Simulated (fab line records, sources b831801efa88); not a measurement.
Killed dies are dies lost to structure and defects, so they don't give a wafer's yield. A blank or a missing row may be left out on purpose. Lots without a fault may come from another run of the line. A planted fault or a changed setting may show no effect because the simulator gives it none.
A struck lot beside a sound one | flow sky130 | 20 steps out of a route of 708
Sound: wafers L283.2, L283.4, L283.5. Struck: wafers L292.3, L292.4, L292.5. The cause comes at the end.
At each step with rows: each side's tool, then ch and its chambers, then its first start. Under that, the readings that differ: sound wafers | struck wafers | difference of the means | sigmas: that difference in standard deviations of wafers without a fault.
alike: readings whose means differ by less than 2 such deviations, and words and numbers that are the same on both sides. not compared: withheld readings, readings that some wafer has no value for, bounds like >300 that may hide the same value, and numbers for which the record gives no deviation and whose values overlap.
The two part at a step that has a row with sigmas, a row that says differs or no value, or rows on one side only. Numbers that don't overlap but have no deviation are shown without sigmas and don't part them. A reading that every wafer of one side lacks parts them only if that side has two wafers or more.

first, 2 steps without rows for these wafers: SKY_NWELL_PEB_08; SKY_NWELL_DEVELOP_09 (develop time 60 s).
SKY_NWELL_OVL_MEAS_10:
  sound on overlay-01, day 4 11:35; struck on overlay-02, day 6 19:00
  alike: NWELL_00_OVL
then, 3 steps without rows for these wafers: SKY_NWELL_IMPLANT_11; SKY_NWELL_IMPLANT_12; SKY_NWELL_IMPLANT_13.
SKY_NWELL_STRIP_14: strips in O2/N2.
  sound on plasma_asher-03 ch 0,1, day 4 12:04; struck on plasma_asher-03 ch 0,1, day 6 19:31
  alike: drypump_motor_current_A, oes_product_au, strip_time_to_endpoint_s
  not compared: rf_hours_counter_h
SKY_NWELL_TW_MEAS_15:
  sound on film_metro-02, day 4 12:10; struck on film_metro-02, day 6 19:36
  alike: NWELL_TW
then, 4 steps without rows for these wafers: SKY_NWELL_DEHYDRATE_16 (time 60 s); SKY_NWELL_HMDS_17 (prime time 60 s); SKY_NWELL_COAT_18 (resist thk 3000 nm); SKY_NWELL_SOFTBAKE_19.
SKY_NWELL_EXPOSE_20: exposes mask NWM COMPLEMENT, target cd 840 nm.
  sound on iline_stepper-02 ch 0, day 4 21:16; struck on iline_stepper-01 ch 0, day 7 05:43
  reading | sound                                              | struck                  | difference | sigmas
  mask    | NWM_COMPLEMENT#0 NWM_COMPLEMENT#0 NWM_COMPLEMENT#0 | HVTPM#0 HVTPM#0 HVTPM#0 | differs    |
  alike: reticle_temp_C
then, 2 steps without rows for these wafers: SKY_NWELL_PEB_21; SKY_NWELL_DEVELOP_22 (develop time 60 s).
SKY_NWELL_OVL_MEAS_23:
  sound on overlay-02, day 5 05:31; struck on overlay-01, day 7 15:30
  reading           | sound          | struck | difference                    | sigmas
  NWELL_01_OVL (nm) | -1.9 -1.9 -2.2 | - - -  | no value on the struck wafers |
then, 1 step without rows for these wafers: SKY_NWELL_IMPLANT_24.
SKY_NWELL_STRIP_25: strips in O2/N2.
  sound on plasma_asher-03 ch 0,1, day 5 05:41; struck on plasma_asher-01 ch 0,1, day 7 15:43
  alike: drypump_motor_current_A, oes_product_au, strip_time_to_endpoint_s
  not compared: rf_hours_counter_h
SKY_NWELL_TW_MEAS_26:
  sound on film_metro-04, day 5 05:48; struck on film_metro-03, day 7 15:48
  reading    | sound       | struck   | difference | sigmas
  NWELL_2_TW | 492 491 494 | 30 30 30 | -462       | -99 or more
then, 1 step without rows for these wafers: SKY_NWELL_CLEAN_27 (cleans in SC1/SC2, time 150 s).

WHERE THEY PART
First at SKY_NWELL_EXPOSE_20; last, within this record, at SKY_NWELL_TW_MEAS_26.

WHY: what the simulator had put in
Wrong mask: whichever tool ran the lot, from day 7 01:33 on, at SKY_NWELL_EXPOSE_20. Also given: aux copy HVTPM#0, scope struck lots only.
